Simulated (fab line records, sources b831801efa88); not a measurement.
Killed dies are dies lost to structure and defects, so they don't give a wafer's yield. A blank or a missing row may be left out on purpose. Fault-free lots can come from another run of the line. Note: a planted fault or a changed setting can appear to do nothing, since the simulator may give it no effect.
fab line records -- flow sfq_line
record lots=5, wafers=14, last_day=84
route steps=325 shown R5@216 I5@228 C5@240 M6@251
lots that met no fault: taken from a fault-free run of the same line
start_h: hours from the record's first day to the start of the lot's first wafer shown -- wait_h: hours from the lot's prior step to this one -- " unchanged from the row above -- L1.1+2: several wafers, shown together as one row -- - either no value or no given start -- * or withheld: withheld -- < > ~ a bound
route shown NAME@n: NAME is a module with steps in the file, n the number in the route of the first one -- usual: mean/standard deviation taken from wafers without a fault -- same: alike in all rows -- chamber/n: place in a boat -- sites: the reading at each site -- _std_site: the standard deviation of these -- _edge_site: inner sites' mean taken away from outer sites' mean -- radius_mm: how far each site lies from the wafer's centre -- mask NAME#n: copy n -- behind: tool/chamber where the wafer was last shaped -- hold: why the lot went on hold/how many hours it stayed there/how the hold came to an end -- device: the n, p or np transistor that did not switch -- end of line: the route-end tests of the same wafers -- step lacking rows: just its recipe -- killed: at the first sort, the dies lost to defects and structure; wafer yield is something else -- map: the dies of a wafer, with x for killed, . for not killed, _ for no die there
set.NAME: setting as actually run; set.NAME@STEP: the setting as run at that earlier step -- model.NAME: the simulator's own value behind a step, which no gauge read
certain route steps with their lots: each step a table, each wafer a row
services: a tool's chamber out of use, with start hour (start_h, from the record's first day; less than 0 if before it), hours out, and reason
## steps
# step SFQ_R5_THK_MEAS_934
# recipe thk_meas_gauge=xrf, reads=MoNx_of_TRILAYER_R5_DEP_SPUTTER_133
# usual R5_MONX_THK=40.1/0.54
lot.wafer,tool,chamber,start_h,wait_h,R5_MONX_THK[nm]
L380.2,film_metro-02,-,1272.41,0.1,39.9
L380.5,film_metro-02,-,1272.41,0.1,39.9
L380.6,film_metro-02,-,1272.41,0.1,39.8
L381.2,film_metro-02,-,1278.41,0.1,39.3
L381.4,film_metro-02,-,1278.41,0.1,39.4
L381.6,film_metro-02,-,1278.41,0.1,40.9
L383.2,film_metro-02,-,1407.78,0.1,40.2
L383.5,film_metro-02,-,1407.78,0.1,39.5
L383.6,film_metro-02,-,1407.78,0.1,39.7
L384.4,film_metro-01,-,1419.49,0.1,39.9
L384.5,film_metro-01,-,1419.49,0.1,40.0
L384.6,film_metro-01,-,1419.49,0.1,40.4
L387.1,film_metro-02,-,1452.47,0.1,41.4
L387.5,film_metro-02,-,1452.47,0.1,40.3
# step SFQ_TRILAYER_R5_LITHO_COAT_141
# recipe resist=BARC, spin_rpm=3000, resist_thk_nm=62
# step SFQ_TRILAYER_R5_LITHO_COAT_136
# recipe resist=KrF, spin_rpm=3000, resist_thk_nm=600
# step SFQ_TRILAYER_R5_LITHO_SOFTBAKE_140
# recipe temp_c=withheld, time_s=withheld, resist=KrF
# step SFQ_TRILAYER_R5_LITHO_EXPOSE_137
# recipe mask_id=R5, na=0.6, source_shape=conventional, sigma_outer=0.65, target_cd_nm=500, dose_mj=14.4
# step SFQ_TRILAYER_R5_LITHO_PEB_139
# recipe peb_temp_c=115, peb_time_s=60, resist=KrF
# step SFQ_TRILAYER_R5_LITHO_DEVELOP_138
# recipe time_s=60, resist=KrF
# step SFQ_R5_OVL_MEAS_935
# usual R5_OVL=2/5.5
lot.wafer,tool,chamber,start_h,wait_h,R5_OVL[nm]
L380.2,overlay-02,-,1393.13,0.1,-1
L380.5,overlay-02,-,1393.13,0.1,0
L380.6,overlay-02,-,1393.13,0.1,-1
L381.2,overlay-01,-,1394.78,0.1,3
L381.4,overlay-01,-,1394.78,0.1,0
L381.6,overlay-01,-,1394.78,0.1,2
L383.2,overlay-02,-,1410.34,0.1,9
L383.5,overlay-02,-,1410.34,0.1,2
L383.6,overlay-02,-,1410.34,0.1,2
L384.4,overlay-01,-,1435.61,0.1,2
L384.5,overlay-01,-,1435.61,0.1,-5
L384.6,overlay-01,-,1435.61,0.1,-4
L387.1,overlay-02,-,1454.78,0.1,9
L387.5,overlay-02,-,1454.78,0.1,4
# step SFQ_TRILAYER_R5_BARC_OPEN_METAL_ETCH_177
# recipe mask_material=PR, chemistry=O2, target_depth_nm=125, target=BARC, icp_w=600, bias_w=80, pressure_mtorr=10, time_s=41.7
# step SFQ_TRILAYER_R5_ETCH_METAL_ETCH_139
# recipe stop_on=SiO2, mask_material=PR, chemistry=Cl2, target_depth_nm=60, icp_w=600, bias_w=80, pressure_mtorr=10, time_s=40
# step SFQ_TRILAYER_R5_STRIP_STRIP_140
# recipe gas=O2, power_w=200, platen_temp_c=40, overash_fraction=0.65, chemistry=O2, pressure_mtorr=50
# usual drypump_motor_current_A=6.1/0.45, oes_product_au=1.005/0.0083
lot.wafer,tool,chamber,start_h,wait_h,drypump_motor_current_A,oes_product_au,rf_hours_counter_h
L380.2,rie_metal-01,0,1393.60,0.3,5.6,1.001,-
L380.5,rie_metal-01,0,1393.60,0.3,5.6,1.015,-
L380.6,rie_metal-01,0,1393.60,0.3,5.6,1.003,-
L381.2,rie_metal-03,0,1394.93,0.0,6.2,1.021,28
L381.4,rie_metal-03,1,1394.93,0.0,6.5,1.010,-
L381.6,rie_metal-03,1,1394.93,0.0,6.6,1.005,-
L383.2,rie_metal-03,0,1410.48,0.0,6.2,1.011,30
L383.5,rie_metal-03,1,1410.48,0.0,6.5,1.006,-
L383.6,rie_metal-03,0,1410.48,0.0,6.2,1.006,-
L384.4,rie_metal-03,0,1435.94,0.2,6.2,1.009,-
L384.5,rie_metal-03,0,1435.94,0.2,6.2,1.007,-
L384.6,rie_metal-03,1,1435.94,0.2,6.6,0.996,-
L387.1,rie_metal-03,1,1454.93,0.0,6.6,1.000,124
L387.5,rie_metal-03,1,1454.93,0.0,6.7,0.992,-
# step SFQ_TRILAYER_R5_STRIP_SOLV_CLEAN_141
# recipe chemistry=NMP, temp_c=70, time_s=600
# step SFQ_TRILAYER_A5C_DEP_PECVD_142
# recipe material=SiO2, temp_c=150, time_s=15.556, pressure_torr=2.4, rf_w=183.3, precursor=SiH4/N2O, target_thk_nm=70
# usual heater_power_w=86/16, showerhead_vpp_V=846/43, throttle_valve_pct=24.5/0.77
lot.wafer,tool,chamber,start_h,wait_h,heater_power_w,showerhead_vpp_V,throttle_valve_pct,model.SiO2_of_TRILAYER_A5C_DEP_PECVD_142.thk_nm
L380.2,pecvd-02,2,1394.77,0.0,106,880,24.9,69.51
L380.5,pecvd-02,2,1394.77,0.0,107,873,24.5,70.22
L380.6,pecvd-02,1,1394.77,0.0,83,820,24.7,70.64
L381.2,pecvd-04,1,1395.70,0.0,78,908,24.7,68.94
L381.4,pecvd-04,2,1395.70,0.0,83,814,23.5,70.78
L381.6,pecvd-04,0,1395.70,0.0,91,848,22.8,70.31
L383.2,pecvd-02,0,1411.28,0.0,73,784,25.6,69.08
L383.5,pecvd-02,0,1411.28,0.0,74,778,25.7,70.45
L383.6,pecvd-02,1,1411.28,0.0,88,823,24.7,70.29
L384.4,pecvd-04,2,1436.53,0.0,87,821,23.5,70.78
L384.5,pecvd-04,2,1436.53,0.0,88,821,23.4,70.59
L384.6,pecvd-04,1,1436.53,0.0,79,920,24.9,70.32
L387.1,pecvd-02,0,1455.72,0.0,65,797,25.2,65.53
L387.5,pecvd-02,2,1455.72,0.0,109,869,24.2,70.89
# step SFQ_TRILAYER_I5_LITHO_COAT_149
# recipe resist=BARC, spin_rpm=3000, resist_thk_nm=62
# step SFQ_TRILAYER_I5_LITHO_COAT_144
# recipe resist=KrF, spin_rpm=3000, resist_thk_nm=650
# step SFQ_TRILAYER_I5_LITHO_SOFTBAKE_148
# recipe temp_c=withheld, time_s=withheld, resist=KrF
# step SFQ_TRILAYER_I5_LITHO_EXPOSE_145
# recipe mask_id=I5, na=0.6, source_shape=conventional, sigma_outer=0.65, target_cd_nm=700, dose_mj=21.3
# step SFQ_TRILAYER_I5_LITHO_PEB_147
# recipe peb_temp_c=115, peb_time_s=60, resist=KrF
# step SFQ_TRILAYER_I5_LITHO_DEVELOP_146
# recipe time_s=60, resist=KrF
# step SFQ_I5_OVL_MEAS_936
# usual I5_OVL=0/5.5
lot.wafer,tool,chamber,start_h,wait_h,I5_OVL[nm]
L380.2,overlay-01,-,1515.98,0.1,-3
L380.5,overlay-01,-,1515.98,0.1,4
L380.6,overlay-01,-,1515.98,0.1,1
L381.2,overlay-01,-,1518.38,0.1,8
L381.4,overlay-01,-,1518.38,0.1,5
L381.6,overlay-01,-,1518.38,0.1,8
L383.2,overlay-01,-,1538.43,0.1,2
L383.5,overlay-01,-,1538.43,0.1,4
L383.6,overlay-01,-,1538.43,0.1,6
L384.4,overlay-01,-,1556.57,0.1,-3
L384.5,overlay-01,-,1556.57,0.1,-11
L384.6,overlay-01,-,1556.57,0.1,-3
L387.1,overlay-01,-,1568.55,0.1,-2
L387.5,overlay-01,-,1568.55,0.1,1
# step SFQ_TRILAYER_I5_BARC_OPEN_VIA_ETCH_200
# recipe mask_material=PR, chemistry=O2, target_depth_nm=125, target=BARC, source_w=500, bias_w=80, pressure_mtorr=30, time_s=41.7
# step SFQ_TRILAYER_I5_ETCH_VIA_ETCH_147
# recipe stop_on=Nb, mask_material=PR, chemistry=CHF3, target_depth_nm=360, source_w=500, bias_w=80, pressure_mtorr=30, time_s=withheld
# usual drypump_motor_current_A=5.55/0.25, oes_product_au=0.986/0.0076
lot.wafer,tool,chamber,start_h,wait_h,drypump_motor_current_A,oes_product_au
L380.2,rie_diel-01,1,1516.05,0.0,5.56,0.978
L380.5,rie_diel-01,1,1516.05,0.0,5.54,0.983
L380.6,rie_diel-01,0,1516.05,0.0,5.08,0.995
L381.2,rie_diel-02,1,1518.45,0.0,5.76,0.993
L381.4,rie_diel-02,3,1518.45,0.0,5.75,0.986
L381.6,rie_diel-02,1,1518.45,0.0,5.76,0.992
L383.2,rie_diel-02,1,1538.50,0.0,5.78,0.996
L383.5,rie_diel-02,1,1538.50,0.0,5.76,0.989
L383.6,rie_diel-02,3,1538.50,0.0,5.78,0.991
L384.4,rie_diel-01,3,1556.63,0.0,5.62,0.983
L384.5,rie_diel-01,3,1556.63,0.0,5.62,0.988
L384.6,rie_diel-01,0,1556.63,0.0,5.10,0.976
L387.1,rie_diel-01,0,1568.63,0.0,5.10,0.988
L387.5,rie_diel-01,1,1568.63,0.0,5.53,0.975
# step SFQ_TRILAYER_I5_STRIP_STRIP_148
# recipe gas=O2, power_w=200, platen_temp_c=40, overash_fraction=0.65, chemistry=O2, pressure_mtorr=50
# step SFQ_TRILAYER_I5_STRIP_SOLV_CLEAN_149
# recipe chemistry=NMP, temp_c=70, time_s=600
# step SFQ_TRILAYER_C5_LITHO_COAT_156
# recipe resist=BARC, spin_rpm=3000, resist_thk_nm=62
# step SFQ_TRILAYER_C5_LITHO_COAT_151
# recipe resist=KrF, spin_rpm=3000, resist_thk_nm=650
# step SFQ_TRILAYER_C5_LITHO_SOFTBAKE_155
# recipe temp_c=withheld, time_s=withheld, resist=KrF
# step SFQ_TRILAYER_C5_LITHO_EXPOSE_152
# recipe mask_id=C5, na=0.6, source_shape=conventional, sigma_outer=0.65, target_cd_nm=500, dose_mj=21.3
# step SFQ_TRILAYER_C5_LITHO_PEB_154
# recipe peb_temp_c=115, peb_time_s=60, resist=KrF
# step SFQ_TRILAYER_C5_LITHO_DEVELOP_153
# recipe time_s=60, resist=KrF
# step SFQ_C5_OVL_MEAS_937
# usual C5_OVL=1/4.9
lot.wafer,tool,chamber,start_h,wait_h,C5_OVL[nm]
L380.2,overlay-02,-,1519.23,0.1,6
L380.5,overlay-02,-,1519.23,0.1,9
L380.6,overlay-02,-,1519.23,0.1,3
L381.2,overlay-01,-,1521.76,0.1,-7
L381.4,overlay-01,-,1521.76,0.1,-8
L381.6,overlay-01,-,1521.76,0.1,-6
L383.2,overlay-02,-,1541.69,0.1,-3
L383.5,overlay-02,-,1541.69,0.1,-1
L383.6,overlay-02,-,1541.69,0.1,-9
L384.4,overlay-01,-,1560.62,0.1,7
L384.5,overlay-01,-,1560.62,0.1,11
L384.6,overlay-01,-,1560.62,0.1,2
L387.1,overlay-02,-,1573.62,0.1,4
L387.5,overlay-02,-,1573.62,0.1,5
# step SFQ_TRILAYER_C5_BARC_OPEN_VIA_ETCH_210
# recipe mask_material=PR, chemistry=O2, target_depth_nm=125, target=BARC, source_w=500, bias_w=80, pressure_mtorr=30, time_s=41.7
# usual drypump_motor_current_A=5.5/0.33, oes_product_au=0.684/0.0047
lot.wafer,tool,chamber,start_h,wait_h,drypump_motor_current_A,oes_product_au,rf_hours_counter_h
L380.2,rie_diel-03,0,1519.26,0.0,5.8,0.691,16
L380.5,rie_diel-03,1,1519.26,0.0,4.8,0.692,-
L380.6,rie_diel-03,0,1519.26,0.0,5.8,0.683,-
L381.2,rie_diel-01,1,1521.79,0.0,5.6,0.682,13
L381.4,rie_diel-01,0,1521.79,0.0,5.1,0.687,13
L381.6,rie_diel-01,2,1521.79,0.0,5.4,0.689,-
L383.2,rie_diel-02,3,1541.72,0.0,5.7,0.686,19
L383.5,rie_diel-02,2,1541.72,0.0,5.5,0.671,-
L383.6,rie_diel-02,1,1541.72,0.0,5.8,0.689,-
L384.4,rie_diel-01,0,1560.63,0.0,5.1,0.680,14
L384.5,rie_diel-01,3,1560.63,0.0,5.7,0.685,-
L384.6,rie_diel-01,2,1560.63,0.0,5.4,0.683,-
L387.1,rie_diel-03,2,1573.65,0.0,6.1,0.682,3
L387.5,rie_diel-03,3,1573.65,0.0,5.1,0.685,-
# step SFQ_TRILAYER_C5_ETCH_VIA_ETCH_154
# recipe target=SiO2, mask_material=PR, chemistry=CHF3, target_depth_nm=84, source_w=500, bias_w=80, pressure_mtorr=30, time_s=withheld, stop_on=Nb
# usual drypump_motor_current_A=5.5/0.33, oes_product_au=0.894/0.0084
lot.wafer,tool,chamber,start_h,wait_h,drypump_motor_current_A,oes_product_au,model.etch.depth_nm,model.C5.feature_depth_nm
L380.2,rie_diel-03,0,1519.30,0.0,5.8,0.891,69.51,69.51
L380.5,rie_diel-03,1,1519.30,0.0,4.8,0.898,70.22,70.22
L380.6,rie_diel-03,0,1519.30,0.0,5.8,0.898,70.64,70.64
L381.2,rie_diel-01,1,1521.83,0.0,5.5,0.889,68.94,68.94
L381.4,rie_diel-01,0,1521.83,0.0,5.1,0.896,70.78,70.78
L381.6,rie_diel-01,2,1521.83,0.0,5.4,0.900,70.31,70.31
L383.2,rie_diel-02,3,1541.76,0.0,5.8,0.889,69.08,69.08
L383.5,rie_diel-02,2,1541.76,0.0,5.5,0.898,70.45,70.45
L383.6,rie_diel-02,1,1541.76,0.0,5.7,0.899,70.29,70.29
L384.4,rie_diel-01,0,1560.67,0.0,5.1,0.903,70.78,70.78
L384.5,rie_diel-01,3,1560.67,0.0,5.6,0.897,70.59,70.59
L384.6,rie_diel-01,2,1560.67,0.0,5.4,0.891,70.32,70.32
L387.1,rie_diel-03,2,1573.69,0.0,6.1,0.866,65.53,65.53
L387.5,rie_diel-03,3,1573.69,0.0,5.1,0.911,70.89,70.89
# step SFQ_TRILAYER_C5_STRIP_STRIP_155
# recipe gas=O2, power_w=200, platen_temp_c=40, overash_fraction=0.65, chemistry=O2, pressure_mtorr=50
# usual drypump_motor_current_A=6.0/0.42, oes_product_au=0.998/0.013
lot.wafer,tool,chamber,start_h,wait_h,drypump_motor_current_A,oes_product_au,rf_hours_counter_h
L380.2,rie_metal-04,0,1519.35,-,5.7,0.969,31
L380.5,rie_metal-04,0,1519.35,-,5.7,0.963,-
L380.6,rie_metal-04,1,1519.35,-,5.6,0.987,-
L381.2,rie_metal-02,0,1521.88,-,5.4,0.999,100
L381.4,rie_metal-02,1,1521.88,-,6.2,1.015,-
L381.6,rie_metal-02,0,1521.88,-,5.4,0.999,-
L383.2,rie_metal-03,1,1541.80,-,6.6,0.998,137
L383.5,rie_metal-03,1,1541.80,-,6.6,0.987,-
L383.6,rie_metal-03,0,1541.80,-,6.2,1.000,-
L384.4,rie_metal-03,1,1561.32,-,6.6,1.004,-
L384.5,rie_metal-03,1,1561.32,-,6.6,1.009,-
L384.6,rie_metal-03,1,1561.32,-,6.6,0.997,-
L387.1,rie_metal-04,0,1573.74,-,5.7,0.976,37
L387.5,rie_metal-04,0,1573.74,-,5.7,0.974,-
# step SFQ_TRILAYER_C5_STRIP_SOLV_CLEAN_156
# recipe chemistry=NMP, temp_c=70, time_s=600
# step SFQ_TRILAYER_M6_DEP_PRE_CLEAN_158
# recipe gas=Ar, time_s=22.5, bias_v=250
lot.wafer,tool,chamber,start_h,wait_h,model.SiO2_of_TRILAYER_A5C_DEP_PECVD_142.thk_nm
L380.2,pvd_sputter-06,-,1520.14,0.0,62.01
L380.5,pvd_sputter-06,-,1520.14,0.0,62.72
L380.6,pvd_sputter-06,-,1520.14,0.0,63.14
L381.2,pvd_sputter-03,-,1522.65,0.0,61.44
L381.4,pvd_sputter-03,-,1522.65,0.0,63.28
L381.6,pvd_sputter-03,-,1522.65,0.0,62.81
L383.2,pvd_sputter-05,-,1542.58,0.0,61.58
L383.5,pvd_sputter-05,-,1542.58,0.0,62.95
L383.6,pvd_sputter-05,-,1542.58,0.0,62.79
L384.4,pvd_sputter-06,-,1562.10,0.0,63.28
L384.5,pvd_sputter-06,-,1562.10,0.0,63.09
L384.6,pvd_sputter-06,-,1562.10,0.0,62.82
L387.1,pvd_sputter-06,-,1574.52,0.0,58.03
L387.5,pvd_sputter-06,-,1574.52,0.0,63.39
# step SFQ_TRILAYER_M6_DEP_SPUTTER_157
# recipe material=Nb, base_pressure_pa=1.33e-06, chamber_pressure_pa=0.1333, substrate_temp_c=20, target_thk_nm=200, power_w=2000, time_s=133.3
# usual throttle_valve_pct=29.3/0.81
lot.wafer,tool,chamber,start_h,wait_h,throttle_valve_pct
L380.2,pvd_sputter-06,-,1520.17,0.0,30.1
L380.5,pvd_sputter-06,-,1520.17,0.0,27.5
L380.6,pvd_sputter-06,-,1520.17,0.0,29.6
L381.2,pvd_sputter-03,-,1522.68,0.0,30.5
L381.4,pvd_sputter-03,-,1522.68,0.0,30.0
L381.6,pvd_sputter-03,-,1522.68,0.0,28.5
L383.2,pvd_sputter-05,-,1542.61,0.0,29.8
L383.5,pvd_sputter-05,-,1542.61,0.0,28.8
L383.6,pvd_sputter-05,-,1542.61,0.0,28.9
L384.4,pvd_sputter-06,-,1562.13,0.0,27.7
L384.5,pvd_sputter-06,-,1562.13,0.0,27.6
L384.6,pvd_sputter-06,-,1562.13,0.0,30.0
L387.1,pvd_sputter-06,-,1574.55,0.0,29.7
L387.5,pvd_sputter-06,-,1574.55,0.0,27.4
## services
tool,chamber,start_h,hours,kind
pecvd-04,2,1379.17,8.1,repair
rie_diel-02,3,1389.67,40.2,repair
pvd_sputter-05,-,1396.50,3.7,repair
rie_diel-03,0,1400.16,2.2,repair
pecvd-04,1,1405.56,9.6,repair
rie_metal-03,-,1406.32,1.4,pm
rie_diel-01,-,1407.52,1.5,repair
pecvd-04,2,1414.51,9.4,repair
rie_diel-02,0,1424.11,1.8,repair
rie_diel-02,2,1425.53,10.5,repair
rie_diel-03,3,1443.35,4.9,repair
pecvd-02,-,1447.58,0.8,repair
rie_diel-01,1,1449.90,15.4,repair
rie_diel-02,3,1473.28,2.9,repair
pvd_sputter-06,-,1475.38,2.7,repair
rie_diel-03,3,1477.18,17.9,repair
pecvd-02,-,1489.51,1.6,repair
rie_diel-01,-,1496.27,0.6,repair
rie_diel-01,-,1517.92,2.8,pm
pecvd-02,-,1520.35,2.3,repair
pecvd-02,1,1553.67,22.2,repair
rie_metal-03,0,1555.44,6.7,repair
rie_diel-03,1,1560.58,4.5,repair
rie_metal-03,1,1566.50,1.8,repair
## key
first_sign step=SFQ_TRILAYER_C5_ETCH_VIA_ETCH_154, reading=oes_product_au, direction=down, sigmas=3.3, usual=0.894, struck=0.866
effect none on later readings
model_effect step=SFQ_TRILAYER_A5C_DEP_PECVD_142, value=SiO2_of_TRILAYER_A5C_DEP_PECVD_142.thk_nm, without=68.44, struck=65.53
model_effect step=SFQ_TRILAYER_C5_ETCH_VIA_ETCH_154, value=etch.depth_nm, without=68.44, struck=65.53
model_effect step=SFQ_TRILAYER_M6_DEP_PRE_CLEAN_158, value=SiO2_of_TRILAYER_A5C_DEP_PECVD_142.thk_nm, without=60.94, struck=58.03
met_at SFQ_TRILAYER_A5C_DEP_PECVD_142
struck_wafers L387.1
onset_between 1411.28 1455.72
fault kind=process_parameter_drift, tool=pecvd-02, chamber=-, onset_h=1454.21, steps=SFQ_TRILAYER_A5C_DEP_PECVD_142, channel=time_s, offset=*, shape=step, end_h=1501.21, scope=struck_wafers_only, acts_in=*, stated=*
